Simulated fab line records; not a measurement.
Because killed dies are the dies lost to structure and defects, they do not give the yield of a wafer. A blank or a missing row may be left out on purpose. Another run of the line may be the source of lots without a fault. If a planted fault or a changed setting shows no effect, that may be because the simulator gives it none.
Chamber matching	flow sky130	4 sister chambers for SKY_LI_CONTACT_CMP_02 on cmp-02
The step polishes PSG. 7 wafers are shown with their chamber, then 7 later ones without.

## EACH WAFER AND ITS CHAMBER
wafer	chamber	motorCurrentA (A)	timeToEndpointS (s)
L451.2	0	10.5	34.0
L463.5	0	10.4	31.8
L463.6	3	11.5	25.6
L464.3	1	11.4	32.7
L464.5	2	10.8	29.2
L466.1	3	11.8	31.0
L466.2	2	10.8	34.1

## WAFERS MISSING THEIR CHAMBER
wafer	motorCurrentA (A)	timeToEndpointS (s)
L466.6	10.6	34.8
L468.2	10.9	32.9
L468.4	11.7	31.2
L468.5	11.9	32.7
L470.1	11.0	35.2
L470.2	10.9	33.1
L470.5	11.0	37.6

## WHICH CHAMBER EACH ONE RAN IN
wafer	from the rows above	in truth
L466.6	can't be placed: 0 or 2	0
L468.2	2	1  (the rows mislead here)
L468.4	can't be placed: 3 or 1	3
L468.5	can't be placed: 3 or 1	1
L470.1	can't be placed: 2 or 1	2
L470.2	2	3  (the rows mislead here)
L470.5	can't be placed: 2 or 1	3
0 of 7 placed correctly. Cannot be placed on the basis of these rows: 5; the candidates contain the true chamber in 4. 2 placed wrongly.
How it was worked out, from the rows above alone: a wafer's distance from a chamber is the root of the sum, over the readings, of the square of ((its reading less the chamber's mean) divided by the reading's scatter). If the next closest chamber is less than 2 further off than the closest, the wafer can't be placed; otherwise it belongs to the closest. A chamber's mean is the mean of its shown wafers. The scatter is the square root of a quotient: the sum, over the shown wafers, of each reading's squared deviation from its chamber's mean, divided by wafers minus chambers.
